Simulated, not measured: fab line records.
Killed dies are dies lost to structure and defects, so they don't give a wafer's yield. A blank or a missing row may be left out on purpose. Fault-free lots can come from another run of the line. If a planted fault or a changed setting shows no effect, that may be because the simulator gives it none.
fab line records	flow sky130
record: lots: 5	wafers: 15	last-day: 50
route steps=708 shown SONOS_ONO@173 PAD_OPEN@708
lots untouched by any fault: they come from a run of this same line in which no faults occurred
start-h: start of the lot's first displayed wafer, in hours after the record's first day	wait-h: how many hours have passed since the lot's step before this one	" same as the row above	L1.1+2: several wafers, shown together as one row	- either no value or no given start	* or withheld: withheld	< > ~ a bound
route shown NAME@n: a module of which the file shows steps, and the number in the route of the first	usual: mean/standard deviation taken from wafers without a fault	same: alike in all rows	chamber/n: place in a boat	sites: each site's reading	_std_site: how widely they spread, as a standard deviation	_edge_site: mean of outer sites minus mean of inner sites	radius-mm: for every site, how far away it sits from the centre of the wafer	mask NAME#n: copy n	behind: tool/chamber where the wafer was last shaped	hold: why the lot was held/for how many hours/how that ended	device: whichever transistor did not switch (one of n, p or np)	end of line: tests of these same wafers at the route's end	for a step that has no rows: nothing shown but its recipe	killed: not the wafer's yield, but the dies lost to structure and defects at the first sort	map: dies across one wafer; x = killed, . = not, _ = none there
set.NAME: setting as actually run; set.NAME@STEP: the setting as run at that earlier step	model.NAME: the simulator's own value behind a step, which no gauge read
a table for each step, a row for each wafer; lots at some steps of the route
services: from which hour (start-h, from the record's first day; less than 0 if before it) a tool's chamber was out of use, for how many hours, and why
== steps ==
step: SKY_SONOS_ONO_THK_MEAS_05
recipe: reads: SiO2_of_SONOS_ONO_CVD_04
usual: SONOS_ONO_CVD_04_THK: 5.67/0.1
lot.wafer	tool	chamber	start-h	wait-h	SONOS_ONO_CVD_04_THK[nm]
L966.2	film-metro-04	-	302.28	0.0	5.55
L966.4	"	-	"	"	5.53
L966.5	"	-	"	"	5.60
L964.3	film-metro-01	-	302.29	0.0	5.71
L964.4	"	-	"	"	5.75
L964.5	"	-	"	"	5.61
L976.3	film-metro-03	-	359.89	0.0	5.65
L976.5	"	-	"	"	5.63
L976.6	"	-	"	"	5.63
L983.2	film-metro-03	-	415.85	0.0	5.61
L983.4	"	-	"	"	5.52
L983.6	"	-	"	"	5.62
L985.3	film-metro-01	-	434.19	0.0	5.71
L985.4	"	-	"	"	5.81
L985.6	"	-	"	"	5.71
step: SKY_SONOS_ONO_DEHYDRATE_06
recipe: temp-c: 200	time-s: 60
step: SKY_SONOS_ONO_HMDS_07
recipe: prime-time-s: 60	prime-temp-c: 120
step: SKY_SONOS_ONO_COAT_08
recipe: resist: NOVOLAK	spin-rpm: 3000	resist-thk-nm: 1140
step: SKY_SONOS_ONO_SOFTBAKE_09
recipe: temp-c: 90	time-s: 60	resist: NOVOLAK
step: SKY_SONOS_ONO_EXPOSE_10
recipe: mask-id: ONOM	target-cd-nm: 410	na: 0.6	source-shape: conventional	sigma-outer: 0.6	dose-mj: 150
step: SKY_SONOS_ONO_PEB_11
recipe: temp-c: withheld	time-s: *	resist: NOVOLAK
step: SKY_SONOS_ONO_DEVELOP_12
recipe: develop-time-s: 60.86	dev-temp-c: 23
step: SKY_SONOS_ONO_CD_MEAS_13
recipe: target-cd-nm: 410
usual: cd-nm: 410.2/2.1
lot.wafer	tool	chamber	start-h	wait-h	cd-nm
L964.3	cd-sem-02	-	328.04	0.1	409.1
L964.4	"	-	"	"	410.0
L964.5	"	-	"	"	408.6
L966.2	cd-sem-02	-	328.32	0.1	411.1
L966.4	"	-	"	"	409.2
L966.5	"	-	"	"	411.9
L976.3	cd-sem-01	-	387.24	0.1	407.2
L976.5	"	-	"	"	406.8
L976.6	"	-	"	"	407.5
L983.2	cd-sem-01	-	446.96	0.1	409.3
L983.4	"	-	"	"	407.2
L983.6	"	-	"	"	408.1
L985.3	cd-sem-02	-	465.58	0.1	409.1
L985.4	"	-	"	"	410.9
L985.6	"	-	"	"	409.4
step: SKY_SONOS_ONO_OVL_MEAS_14
usual: SONOS_ONO_OVL: -1.4/1.4
lot.wafer	tool	chamber	start-h	wait-h	SONOS_ONO_OVL[nm]
L964.3	overlay-01	-	328.13	0.1	-2.6
L964.4	"	-	"	"	-1.6
L964.5	"	-	"	"	-4.0
L966.2	overlay-02	-	328.42	0.1	-1.3
L966.4	"	-	"	"	-1.3
L966.5	"	-	"	"	-0.8
L976.3	overlay-02	-	387.33	0.1	-0.8
L976.5	"	-	"	"	-0.3
L976.6	"	-	"	"	-0.8
L983.2	overlay-02	-	447.07	0.1	-2.2
L983.4	"	-	"	"	-2.0
L983.6	"	-	"	"	-1.2
L985.3	overlay-02	-	465.67	0.1	-0.2
L985.4	"	-	"	"	-1.0
L985.6	"	-	"	"	-1.7
step: SKY_SONOS_ONO_ETCH_15
recipe: target-depth-nm: 19.52	chemistry: CHF3/O2	source-w: 600	bias-w: 200	pressure-mtorr: 40	chf3-flow-sccm: 50	O2_flow_sccm: 5	time-s: 7.8
usual: drypump-motor-current-A: 5.7/0.52	oes-product-au: 1.002/0.011	throttle-valve-pct: 8.825/0.01
lot.wafer	tool	chamber	start-h	wait-h	drypump-motor-current-A	oes-product-au	rf-hours-counter-h	throttle-valve-pct
L964.3	rie-diel-01	1	328.15	0.0	5.1	1.014	4	8.828
L964.4	"	2	"	"	6.4	1.003	37	8.819
L964.5	"	2	"	"	6.4	1.005	-	8.814
L966.2	rie-diel-04	1	328.45	0.0	6.1	1.014	6	8.829
L966.4	"	0	"	"	5.1	1.008	5	8.825
L966.5	"	0	"	"	5.1	1.002	-	8.832
L976.3	rie-diel-03	2	387.35	0.0	5.3	0.988	0	8.809
L976.5	"	3	"	"	6.6	1.009	-	8.815
L976.6	"	2	"	"	5.3	0.983	-	8.828
L983.2	rie-diel-04	1	447.10	0.0	6.1	1.008	8	8.831
L983.4	"	0	"	"	5.1	1.010	7	8.842
L983.6	"	0	"	"	5.1	1.007	-	8.821
L985.3	rie-diel-04	0	465.69	0.0	5.1	1.017	7	8.816
L985.4	"	2	"	"	5.2	0.978	12	8.819
L985.6	"	3	"	"	5.6	1.016	-	8.830
step: SKY_SONOS_ONO_WET_ETCH_16
recipe: chemistry: dHF	target-depth-nm: 14	dry: n2-spin	target: SiO2	dilution: 100:1	temp-c: 25	time-s: 280
step: SKY_SONOS_ONO_STRIP_17
recipe: chemistry: O2/N2	power-w: 1400	pressure-mtorr: 1500	platen-temp-c: withheld	o2-flow-sccm: 3000	n2-flow-sccm: 300	overash-fraction: 0.5
usual: drypump-motor-current-A: 5.5/0.39	n2-flow-sccm: 299.8/0.92	oes-product-au: 0.710/0.0046	strip-time-to-endpoint-s: 14.10/0.039
lot.wafer	tool	chamber	start-h	wait-h	drypump-motor-current-A	n2-flow-sccm	oes-product-au	rf-hours-counter-h	strip-time-to-endpoint-s	model.NOVOLAK_of_SONOS_ONO_COAT_08.thk-nm
L964.3	plasma-asher-02	0	328.29	0.0	5.2	299.6	0.706	-	14.13	0
L964.4	"	1	"	"	5.1	300.1	0.713	-	14.10	0
L964.5	"	0	"	"	5.2	298.9	0.716	-	14.14	0
L966.2	plasma-asher-01	1	328.56	0.0	5.2	300.8	0.883	53	-	705.1
L966.4	"	0	"	"	5.9	300.0	0.880	-	-	702.8
L966.5	"	0	"	"	5.9	299.2	0.878	-	-	704.5
L976.3	plasma-asher-04	1	387.51	0.0	6.0	300.3	0.707	-	14.10	0
L976.5	"	0	"	"	6.0	299.5	0.706	-	14.12	0
L976.6	"	1	"	"	6.0	300.3	0.715	-	14.13	0
L983.2	plasma-asher-01	1	447.22	0.0	5.2	300.5	0.711	64	14.12	0
L983.4	"	0	"	"	5.9	300.4	0.702	-	14.06	0
L983.6	"	0	"	"	5.9	298.9	0.709	-	14.06	0
L985.3	plasma-asher-02	1	465.92	0.0	5.2	298.9	0.713	-	14.03	0
L985.4	"	0	"	"	5.2	300.7	0.708	-	14.01	0
L985.6	"	1	"	"	5.2	298.9	0.711	-	13.99	0
step: SKY_SONOS_ONO_WET_ETCH_18
recipe: chemistry: H3PO4	target-depth-nm: 15	target: Si3N4	temp-c: 160	time-s: 172
step: SKY_PAD_OPEN_PROBE_99
usual: killed_at_M0_to_M3: 43/7.4	killed_at_M4_up: 3.5/2.1	killed-at-contacts: 24/5.4	killed-at-front-end: 15/4.7	killed-dies: 85/10	killed-on-rim: 17/4.2	killed-open: 47/7.1	killed-short: 38/7
same: gross-dies: 492	killed-at-back-side: 0	killed-at-other: 0
lot.wafer	tool	chamber	start-h	wait-h	killed_at_M0_to_M3	killed_at_M4_up	killed-at-contacts	killed-at-front-end	killed-dies	killed-on-rim	killed-open	killed-short
L966.2	prober-02	-	1109.46	0.1	24	9	26	433	492	96	37	38
L966.4	prober-02	-	1109.56	0.2	39	3	14	436	492	96	31	34
L966.5	prober-02	-	1109.61	0.2	42	8	25	417	492	96	48	39
L964.3	prober-02	-	1111.70	0.2	49	3	15	13	80	23	45	35
L964.4	prober-02	-	1111.75	0.2	46	1	28	15	90	10	55	35
L964.5	prober-02	-	1111.80	0.2	44	3	29	11	87	21	45	42
L976.3	prober-02	-	1150.29	0.2	39	2	21	25	87	19	48	39
L976.5	prober-02	-	1150.39	0.2	38	4	26	9	77	12	43	34
L976.6	prober-02	-	1150.44	0.2	35	6	25	14	80	13	47	33
L983.2	prober-01	-	1185.26	0.1	39	1	24	5	69	11	39	30
L983.4	prober-01	-	1185.36	0.2	44	3	30	11	88	17	48	40
L983.6	prober-01	-	1185.46	0.2	51	3	17	12	83	23	47	36
L985.3	prober-01	-	1194.87	0.2	45	0	42	19	106	25	61	45
L985.4	prober-01	-	1194.92	0.2	40	3	27	19	89	14	57	32
L985.6	prober-01	-	1195.02	0.2	43	4	24	14	85	19	42	43
killed by level:class
L966.2 GATE_OXIDE:area-oxidation=417 CONTACT:geometric-particle:open=10 CONTACT:geometric-particle:short=7 METAL4:geometric-particle:short=7 VIA1:geometric-particle:open=6 LI_CONTACT:geometric-particle:open=5 POLY_GATE:geometric-particle:open=4 METAL1:geometric-particle:short=4
L966.4 GATE_OXIDE:area-oxidation=427 METAL1:geometric-particle:short=10 CONTACT:geometric-particle:open=8 VIA1:geometric-particle:open=8 VIA2:geometric-particle:short=6 VIA3:geometric-particle:open=6 POLY_GATE:geometric-particle:short=3 LOCAL_INTERCONNECT:geometric-particle:short=3
L966.5 GATE_OXIDE:area-oxidation=405 CONTACT:geometric-particle:open=11 VIA2:geometric-particle:open=7 FIELD_ISO:geometric-particle:open=6 VIA1:geometric-particle:open=6 CONTACT:geometric-particle:short=5 METAL2:geometric-particle:short=5 VIA3:geometric-particle:open=5
L964.3 VIA1:geometric-particle:open=12 METAL1:geometric-particle:short=9 VIA2:geometric-particle:open=8 LI_CONTACT:geometric-particle:open=6 VIA1:geometric-particle:short=6 VIA3:geometric-particle:open=6 FIELD_ISO:geometric-particle:open=5 FIELD_ISO:geometric-particle:short=3
L964.4 VIA1:geometric-particle:open=12 CONTACT:geometric-particle:open=8 LI_CONTACT:geometric-particle:open=7 VIA2:geometric-particle:open=7 VIA3:geometric-particle:open=6 METAL2:geometric-particle:short=6 LOCAL_INTERCONNECT:geometric-particle:short=5 POLY_GATE:geometric-particle:open=5
L964.5 CONTACT:geometric-particle:open=13 VIA1:geometric-particle:open=9 METAL1:geometric-particle:short=8 VIA3:geometric-particle:open=7 CONTACT:geometric-particle:short=6 VIA2:geometric-particle:short=6 LOCAL_INTERCONNECT:geometric-particle:short=5 FIELD_ISO:geometric-particle:short=4
L976.3 VIA1:geometric-particle:open=9 LI_CONTACT:geometric-particle:open=9 FIELD_ISO:geometric-particle:open=7 METAL2:geometric-particle:short=7 FIELD_ISO:geometric-particle:short=6 CONTACT:geometric-particle:open=6 METAL1:geometric-particle:short=6 VIA3:geometric-particle:open=6
L976.5 CONTACT:geometric-particle:open=12 VIA1:geometric-particle:open=10 VIA3:geometric-particle:open=7 METAL2:geometric-particle:short=5 LOCAL_INTERCONNECT:geometric-particle:short=4 CONTACT:geometric-particle:short=4 VIA1:geometric-particle:short=4 VIA2:geometric-particle:open=4
L976.6 VIA1:geometric-particle:open=13 CONTACT:geometric-particle:open=12 LI_CONTACT:geometric-particle:open=7 VIA2:geometric-particle:open=6 FIELD_ISO:geometric-particle:open=5 FIELD_ISO:geometric-particle:short=5 METAL1:geometric-particle:short=4 VIA1:geometric-particle:short=4
L983.2 CONTACT:geometric-particle:open=12 METAL1:geometric-particle:short=8 VIA1:geometric-particle:open=8 VIA3:geometric-particle:open=7 METAL2:geometric-particle:short=6 LI_CONTACT:geometric-particle:open=5 VIA1:geometric-particle:short=4 CONTACT:geometric-particle:short=3
L983.4 LI_CONTACT:geometric-particle:open=10 CONTACT:geometric-particle:open=10 METAL2:geometric-particle:short=10 VIA2:geometric-particle:open=7 CONTACT:geometric-particle:short=5 METAL1:geometric-particle:short=5 VIA1:geometric-particle:open=5 VIA1:geometric-particle:short=4
L983.6 VIA3:geometric-particle:open=12 METAL1:geometric-particle:short=7 FIELD_ISO:geometric-particle:open=6 LI_CONTACT:geometric-particle:open=6 VIA2:geometric-particle:open=6 LOCAL_INTERCONNECT:geometric-particle:short=5 VIA1:geometric-particle:short=4 VIA2:geometric-particle:short=4
L985.3 VIA1:geometric-particle:open=12 CONTACT:geometric-particle:open=11 LOCAL_INTERCONNECT:geometric-particle:short=10 VIA2:geometric-particle:open=10 LI_CONTACT:geometric-particle:open=8 LI_CONTACT:geometric-particle:short=8 FIELD_ISO:geometric-particle:short=7 POLY_GATE:geometric-particle:short=6
L985.4 VIA1:geometric-particle:open=13 CONTACT:geometric-particle:open=10 LI_CONTACT:geometric-particle:open=9 VIA3:geometric-particle:open=7 VIA2:geometric-particle:open=6 FIELD_ISO:geometric-particle:short=5 METAL2:geometric-particle:short=5 POLY_GATE:geometric-particle:open=4
L985.6 VIA1:geometric-particle:open=10 CONTACT:geometric-particle:open=8 VIA3:geometric-particle:open=7 LI_CONTACT:geometric-particle:open=6 METAL2:geometric-particle:short=6 CONTACT:geometric-particle:short=5 VIA3:geometric-particle:short=5 FIELD_ISO:geometric-particle:short=4
map L966.2 (x killed, . not)
__________xxxxxxxxxx_________
________xxxxxxxxxxxxxx_______
______xxxxxxxxxxxxxxxxxx_____
_____xxxxxxxxxxxxxxxxxxxx____
____xxxxxxxxxxxxxxxxxxxxxx___
___xxxxxxxxxxxxxxxxxxxxxxxx__
__xxxxxxxxxxxxxxxxxxxxxxxxxx_
_xxxxxxxxxxxxxxxxxxxxxxxxxxxx
_xxxxxxxxxxxxxxxxxxxxxxxxxxxx
_xxxxxxxxxxxxxxxxxxxxxxxxxxxx
_xxxxxxxxxxxxxxxxxxxxxxxxxxxx
_xxxxxxxxxxxxxxxxxxxxxxxxxxxx
_xxxxxxxxxxxxxxxxxxxxxxxxxxxx
_xxxxxxxxxxxxxxxxxxxxxxxxxxxx
_xxxxxxxxxxxxxxxxxxxxxxxxxxxx
__xxxxxxxxxxxxxxxxxxxxxxxxxx_
___xxxxxxxxxxxxxxxxxxxxxxxx__
____xxxxxxxxxxxxxxxxxxxxxx___
_____xxxxxxxxxxxxxxxxxxxx____
______xxxxxxxxxxxxxxxxxx_____
________xxxxxxxxxxxxxx_______
__________xxxxxxxxxx_________
map L983.4 (x killed, . not)
__________x...x....x_________
________....x..x....x._______
______x.x........x......_____
_____...xx.........x..x.x____
____x.x.....x...x...x.....___
___....x..xx.....x....x..x.__
__.x..................x....._
_.xx..........x...x......xx.x
_...xx.......x....x..........
_.x....x.........x..x........
_.....x..x.........x......x..
_....xx...x.............x....
_x.........x.............x...
_x.x..............x....x...x.
_....x.....xxx........xxx.xx.
__................x.....xx.._
___.x..x......x....xx..x...__
____........x...x.....x...___
_____...x.x........x.xxx.____
______.....x......x....._____
________...x.........._______
__________.........._________
== services ==
tool	chamber	start-h	hours	kind
rie-diel-03	-	316.84	1.9	repair
plasma-asher-02	-	321.00	0.9	repair
rie-diel-01	-	336.91	0.6	repair
rie-diel-04	3	349.82	-	clean
rie-diel-04	3	349.82	24.4	scheduled-down
rie-diel-04	3	349.82	24.4	vent-cycle
rie-diel-03	2	358.33	-	clean
rie-diel-03	2	358.33	20.9	scheduled-down
rie-diel-03	2	358.33	20.9	vent-cycle
rie-diel-03	3	389.46	5.7	repair
rie-diel-03	1	390.62	8.3	repair
rie-diel-03	2	391.29	4.5	repair
plasma-asher-02	-	421.25	9.0	pm
plasma-asher-02	0	421.25	9.0	vent-cycle
plasma-asher-02	1	421.25	9.0	vent-cycle
rie-diel-04	1	421.83	4.1	repair
plasma-asher-01	-	427.86	0.8	repair
plasma-asher-02	0	430.25	-	clean
plasma-asher-02	1	430.25	-	clean
rie-diel-01	-	443.82	15.6	pm
== key ==
first-sign: step: SKY_SONOS_ONO_STRIP_17	reading: oes-product-au	direction: up	sigmas: 37	usual: 0.710	struck: 0.880
effect: step: SKY_PAD_OPEN_PROBE_99	reading: killed-at-front-end	direction: up	sigmas: 88	usual: 15	struck: 429
model-effect: step: SKY_SONOS_ONO_STRIP_17	value: NOVOLAK_of_SONOS_ONO_COAT_08.thk-nm	without: 0	struck: 704.1
more-kills-born-at: SKY_GATE_OXIDE_OXIDATION_01@furnace-02: 1249
met-at SKY_SONOS_ONO_STRIP_17
struck-wafers L966.2,L966.4,L966.5
later-rows-left-out L966.2,L966.4,L966.5
tester-left-out L966
fault: kind: strip-aborted	tool: plasma-asher-01	chamber: -	onset-h: 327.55	steps: SKY_SONOS_ONO_STRIP_17	offset: 0.85265	end-h: 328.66
tester-left-out: of these lots the tester's yield and bins aren't shown, on N5 and GAA mostly nor the transistor test; their killed dies are dies lost to structure and defects alone, not to doping, threshold or leakage, so they don't give the yield
later-rows-left-out: the simulator's readings of these wafers behind a module that went badly wrong aren't trusted and aren't shown, but for the sort
